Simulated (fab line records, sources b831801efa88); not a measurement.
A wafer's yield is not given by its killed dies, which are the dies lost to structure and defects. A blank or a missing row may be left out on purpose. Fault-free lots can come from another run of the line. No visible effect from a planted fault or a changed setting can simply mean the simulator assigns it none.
Chamber matching || flow sky130 || 3 sister chambers for SKY_CAP2M_CVD_00 on pecvd-03
The step deposits SiO2, target thk 15.5 nm. 6 wafers are shown with their chamber, then 8 later ones without.

== WAFERS PAIRED WITH THEIR CHAMBERS ==
{"wafer": "L551.2", "chamber": 0, "heater-power-w (W)": 713}
{"wafer": "L551.5", "chamber": 1, "heater-power-w (W)": 523}
{"wafer": "L552.1", "chamber": 2, "heater-power-w (W)": 904}
{"wafer": "L552.2", "chamber": 0, "heater-power-w (W)": 752}
{"wafer": "L552.4", "chamber": 1, "heater-power-w (W)": 607}
{"wafer": "L556.2", "chamber": 2, "heater-power-w (W)": 850}

== WAFERS WITH NO CHAMBER GIVEN ==
{"wafer": "L556.3", "heater-power-w (W)": 624}
{"wafer": "L556.5", "heater-power-w (W)": 722}
{"wafer": "L563.1", "heater-power-w (W)": 666}
{"wafer": "L563.2", "heater-power-w (W)": 598}
{"wafer": "L563.5", "heater-power-w (W)": 623}
{"wafer": "L564.1", "heater-power-w (W)": 759}
{"wafer": "L564.2", "heater-power-w (W)": 684}
{"wafer": "L564.3", "heater-power-w (W)": 844}

== WHICH CHAMBER EACH WENT THROUGH ==
{"wafer": "L556.3", "from the rows above": "can't be placed: 1 or 0", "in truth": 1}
{"wafer": "L556.5", "from the rows above": 0, "in truth": 0}
{"wafer": "L563.1", "from the rows above": "can't be placed: 0 or 1", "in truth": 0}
{"wafer": "L563.2", "from the rows above": 1, "in truth": 1}
{"wafer": "L563.5", "from the rows above": "can't be placed: 1 or 0", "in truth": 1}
{"wafer": "L564.1", "from the rows above": 0, "in truth": 0}
{"wafer": "L564.2", "from the rows above": "can't be placed: 0 or 1", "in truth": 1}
{"wafer": "L564.3", "from the rows above": "can't be placed: 2 or 0", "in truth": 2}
Placed correctly: 3 of 8. Not placeable from these rows: 5 (in 5, the candidates include the true chamber). Wrongly placed: 0.
How it was worked out, from the rows above alone: a wafer's distance from a chamber is the root of the sum, over the readings, of the square of ((its reading less the chamber's mean) divided by the reading's scatter). If the next closest chamber is less than 2 further off than the closest, the wafer can't be placed; otherwise it belongs to the closest. Each chamber's mean is taken over the wafers shown for it. How the scatter is found: for the shown wafers, subtract from each reading the mean of its chamber, square and add these, divide the total by (wafers less chambers), then take the root.
